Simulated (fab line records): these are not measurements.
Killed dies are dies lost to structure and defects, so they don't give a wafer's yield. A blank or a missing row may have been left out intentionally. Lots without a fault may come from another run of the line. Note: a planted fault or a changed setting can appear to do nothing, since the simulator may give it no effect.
A lot that was struck, set against a sound lot + flow sky130 + 15 steps out of a route of 708
Sound: wafers L686.1, L686.2, L686.6. Struck: wafers L683.1, L683.3, L683.4. The cause is named last.
Each step with rows lists, per side, the tool, then ch with its chambers, then its first start. Under that, the readings that differ: sound wafers + struck wafers + difference of the means + sigmas: that difference in standard deviations of wafers without a fault.
alike: readings with means less than 2 such deviations apart, plus words and numbers identical on both sides. not compared: withheld readings, readings lacking a value on some wafer, bounds such as >300 that could conceal the same value, and numbers that have no deviation in the record and whose values overlap.
Wherever a step has rows on one side only, a row that says differs or no value, or a row with sigmas, the two part there. When numbers do not overlap yet have no deviation, they are printed without sigmas and do not part them. Lack of a reading on every wafer of one side parts them only where that side has two or more wafers.

first, 2 steps without rows for these wafers: SKY_VIA3_CLEAN_18 (cleans in IPA, time 180 s); SKY_VIA3_CLEAN_19 (cleans in O3/DIW).
SKY_VIA3_SPUTTER_20: material TiN, target thk 20 nm, time 80 s.
  sound on pvd_sputter-04, day 41 10:02; struck on pvd_sputter-04, day 40 12:49
  alike: throttle_valve_pct
then, 1 step without rows for these wafers: SKY_VIA3_CVD_21 (deposits W, target thk 390 nm, time 117.31 s).
SKY_VIA3_RS_MEAS_22: a four-point-probe measurement.
  sound on film_metro-04, day 41 10:13; struck on film_metro-01, day 40 13:01
| reading            | sound             | struck            | difference | sigmas |
|--------------------|-------------------|-------------------|------------|--------|
| VIA3_W_RS (ohm/sq) | 0.299 0.300 0.302 | 0.292 0.293 0.293 | -0.008     | -2     |
SKY_VIA3_THK_MEAS_23: measures by xrf.
  sound on film_metro-04, day 41 10:20; struck on film_metro-01, day 40 13:08
  alike: VIA3_W_THK
then, 1 step without rows for these wafers: SKY_VIA3_CMP_24 (polishes, stops on SiO2, t overpolish 20 s, target thk 0 nm).
SKY_METAL4_SPUTTER_00: material Ti, target thk 15 nm, time 10 s.
  sound on pvd_sputter-04, day 41 10:42; struck on pvd_sputter-03, day 40 13:29
  alike: throttle_valve_pct
SKY_METAL4_SPUTTER_01: material TiN, target thk 20 nm, time 16.7 s.
  sound on pvd_sputter-04, day 41 10:43; struck on pvd_sputter-03, day 40 13:31
  alike: throttle_valve_pct
then, 1 step without rows for these wafers: SKY_METAL4_SPUTTER_02 (material AlCu, target thk 735 nm, time 39.1 s).
SKY_METAL4_SPUTTER_03: material Ti, target thk 5 nm, time 3.3 s.
  sound on pvd_sputter-04, day 41 10:47; struck on pvd_sputter-03, day 40 13:34
  alike: throttle_valve_pct
then, 1 step without rows for these wafers: SKY_METAL4_SPUTTER_04 (material TiN, target thk 70 nm, time 58.3 s).
SKY_CAP2M_CVD_00: deposits SiO2, target thk 15.5 nm.
  sound on pecvd-01 ch 0,1,2, day 41 10:51; struck on pecvd-01 ch 0,1, day 40 13:38
  no value came back on the struck wafers for heater_power_outer_w (W), heater_power_w (W); on the sound wafers heater_power_outer_w (W) reads 424 578 598
SKY_CAP2M_SPUTTER_02: material TiN, target thk 200 nm, time 166.7 s.
  sound on pvd_sputter-01, day 41 10:56; struck on pvd_sputter-04, day 40 13:43
  alike: throttle_valve_pct
-- the record jumps here: 6 days lie between the struck wafers' starts before and after (it left off in module CAP2M and takes up again in module PAD_OPEN, whose first step shown is number 708 of the route) --
SKY_PAD_OPEN_PROBE_99:
  sound on prober-01, day 47 05:29; struck on prober-02, day 46 12:03
| reading                  | sound          | struck      | difference | sigmas      |
|--------------------------|----------------|-------------|------------|-------------|
| defect_limited_yield (%) | 81.3 83.3 84.1 | 0 0 0       | -83        | -39         |
| killed_at_other          | 0 1 1          | 405 415 396 | +405       | +99 or more |
| killed_dies              | 92 82 78       | 492 492 492 | +408       | +41         |
| killed_on_rim            | 15 14 21       | 96 96 96    | +79        | +20         |
  alike: killed_at_M0_to_M3, killed_at_M4_up, killed_at_contacts, killed_at_front_end, killed_open, killed_short

WHERE THEY PART
Last at SKY_PAD_OPEN_PROBE_99 as far as this record goes, first at SKY_VIA3_RS_MEAS_22.

WHY: whatever the simulator had introduced
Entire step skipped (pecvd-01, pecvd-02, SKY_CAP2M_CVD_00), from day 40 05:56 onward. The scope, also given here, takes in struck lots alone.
